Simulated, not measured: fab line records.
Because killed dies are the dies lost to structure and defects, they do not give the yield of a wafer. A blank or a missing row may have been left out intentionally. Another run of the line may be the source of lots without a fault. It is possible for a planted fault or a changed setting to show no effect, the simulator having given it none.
2 desks looking at one fault || flow sky130 || what lay behind the numbers comes last; until then each desk has only its own

== THE TOOL OWNER'S DESK: krf scanner-01 ==
The tool's own readings at SKY_POLY_CUT_EXPOSE_05 (exposes mask NPCM, target cd 270 nm): means of the sampled wafers that have a number, for each lot that ran on this tool. Marked OUT: a lot whose mean sits more than 4 standard deviations from the usual mean, which makes it out of limits; the brackets give that distance.
Columns: A = reticle temp C at SKY_POLY_CUT_EXPOSE_05, usual 23.01 C
{"lot": "L147", "first seen here": "day 23 11:45", "A": 22.93}
{"lot": "L151", "first seen here": "day 25 09:13", "A": 23.05}
{"lot": "L154", "first seen here": "day 26 11:45", "A": 22.98}
{"lot": "L159", "first seen here": "day 27 21:45", "A": 23.10}
{"lot": "L160", "first seen here": "day 28 08:29", "A": 23.05}
{"lot": "L163", "first seen here": "day 29 15:04", "A": 23.14}
This desk's finding: nothing out of limits on any of the 6 lots.

== AT THE METROLOGY DESK ==
Means of the sampled wafers that have a number, per lot and without regard to the tool the lot ran on: this is what the gauges read. Marked OUT: a lot whose mean sits more than 4 standard deviations from the usual mean, which makes it out of limits; the brackets give that distance.
Columns: A = LDD_P_TW at SKY_LDD_P_TW_MEAS_11, usual 635.8; B = LDD_HVP_TW at SKY_LDD_HVP_TW_MEAS_10, usual 455.9; C = POLY_CUT_OVL at SKY_POLY_CUT_OVL_MEAS_09, usual -2 nm; D = SD_N_OVL at SKY_SD_N_OVL_MEAS_08, usual -1.1 nm
{"lot": "L147", "first seen here": "day 18 19:31", "A": 633.8, "B": 456.3, "C": -6, "D": 0.3}
{"lot": "L148", "first seen here": "day 19 12:22", "A": 639.7, "B": 452.6, "C": -1, "D": -2.1}
{"lot": "L149", "first seen here": "day 19 17:48", "A": 633.7, "B": 455.7, "C": 3, "D": -1.1}
{"lot": "L150", "first seen here": "day 19 22:18", "A": 635.2, "B": 456.1, "C": -4, "D": -1.3}
{"lot": "L151", "first seen here": "day 20 20:44", "A": 633.1, "B": 458.4, "C": -4, "D": -0.0}
{"lot": "L153", "first seen here": "day 21 13:52", "A": 636.2, "B": 458.0, "C": -3, "D": -0.1}
{"lot": "L154", "first seen here": "day 21 23:04", "A": 636.2, "B": 455.8, "C": -1, "D": -0.0}
{"lot": "L155", "first seen here": "day 22 03:55", "A": 634.1, "B": 456.8, "C": -7, "D": -1.1}
{"lot": "L159", "first seen here": "day 23 12:28", "A": 636.2, "B": 460.6, "C": -0, "D": -2.6}
{"lot": "L160", "first seen here": "day 24 00:02", "A": 633.9, "B": 457.6, "C": "61 (+13) OUT", "D": -0.3}
{"lot": "L163", "first seen here": "day 25 07:49", "A": 639.0, "B": 452.8, "C": "55 (+11) OUT", "D": -1.9}
{"lot": "L165", "first seen here": "day 25 16:11", "A": 632.5, "B": 453.1, "C": 0, "D": -2.1}
{"lot": "L170", "first seen here": "day 27 22:30", "A": 633.2, "B": 457.8, "C": -2, "D": -1.4}
This desk reports L160, L163 out of limits; the earliest was L160 at day 28 22:18 (POLY_CUT_OVL at SKY_POLY_CUT_OVL_MEAS_09). L147, L148, L149, L150, L151, L153, L154, L155, L159, L165, L170: within limits.

== PUT TOGETHER ==
On L160, L163, the metrology desk was in a position to raise an alarm at day 28 22:18.
Nothing out of limits was seen by the tool owner's desk.
The tool owner's desk has L160, L163 on record, within its limits.
All the named lots went through SKY_POLY_CUT_EXPOSE_05 on krf scanner-01.

== WHAT THE SIMULATOR HAD PUT IN ==
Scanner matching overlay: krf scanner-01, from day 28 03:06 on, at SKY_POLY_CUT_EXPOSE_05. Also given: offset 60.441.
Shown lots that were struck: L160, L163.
Per desk, hours elapsed from the start of the fault to the first reading out of limits: for the metrology desk, 19.
